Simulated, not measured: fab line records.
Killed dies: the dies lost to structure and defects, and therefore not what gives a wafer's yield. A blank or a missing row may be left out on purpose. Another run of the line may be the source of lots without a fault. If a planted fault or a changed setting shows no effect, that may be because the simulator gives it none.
Which tool is to blame? / flow gf180mcu / 12 lots (36 wafers sampled), 1 step of a 602-step route

WHAT THE GAUGES READ, wafer by wafer
GF_V4_BOW_MEAS_05.
lot=L290; measured=day 24 01:31; on=film_metro-01; V4_BOW (um)=126 133 137
lot=L293; measured=day 25 00:19; on=film_metro-04; V4_BOW (um)=128 124 128
lot=L294; measured=day 25 17:52; on=film_metro-02; V4_BOW (um)=139 142 138
lot=L295; measured=day 25 21:20; on=film_metro-01; V4_BOW (um)=136 135 134
lot=L297; measured=day 26 16:40; on=film_metro-02; V4_BOW (um)=131 121 131
lot=L298; measured=day 26 17:22; on=film_metro-02; V4_BOW (um)=132 125 123
lot=L300; measured=day 27 00:42; on=film_metro-01; V4_BOW (um)=116 135 124
lot=L301; measured=day 27 20:27; on=film_metro-04; V4_BOW (um)=121 124 113
lot=L303; measured=day 28 10:38; on=film_metro-04; V4_BOW (um)=142 139 129
lot=L302; measured=day 28 11:11; on=film_metro-02; V4_BOW (um)=124 121 123
lot=L306; measured=day 29 04:04; on=film_metro-02; V4_BOW (um)=143 147 130
lot=L307; measured=day 29 10:14; on=film_metro-04; V4_BOW (um)=126 142 127

EACH LOT AND THE TOOL THAT RAN IT (in order: tool; ch and the chambers of the sampled wafers; start)
There is no process step in the record ahead of these readings.

WHAT THE TOOLS THEMSELVES READ (means of the sampled wafers that have a number; where no wafer has one, the mark that the record gives instead)
The record holds no such reading with a usual standard deviation.

THE ANSWER, worked out from the rows above alone
Rule: the lots themselves supply what counts as usual. The widest of any qualifying gaps counts: lots, ordered by their means at a reading, are off when they make up no more than a third of the lots, leave a main group of 4 or more, and stand apart from it by 3 or more times the standard deviation of that group's means. If all means in a main group match to the digits the tables above print for the reading, that group is not used. Also off: a lot with no number at a reading for which 4 or more lots have one. Where the step has rows for the other lots, those lots are counted as sound. First the gauges in route order, then the tools' own readings, where a lot's mean is used as printed above. At the first step where some lot is off, the reading lying furthest off is the one used; lots without a number count as furthest.
No lot is off on any of the readings shown, so nothing can be concluded from this.

WHAT WAS PUT IN BY THE SIMULATOR
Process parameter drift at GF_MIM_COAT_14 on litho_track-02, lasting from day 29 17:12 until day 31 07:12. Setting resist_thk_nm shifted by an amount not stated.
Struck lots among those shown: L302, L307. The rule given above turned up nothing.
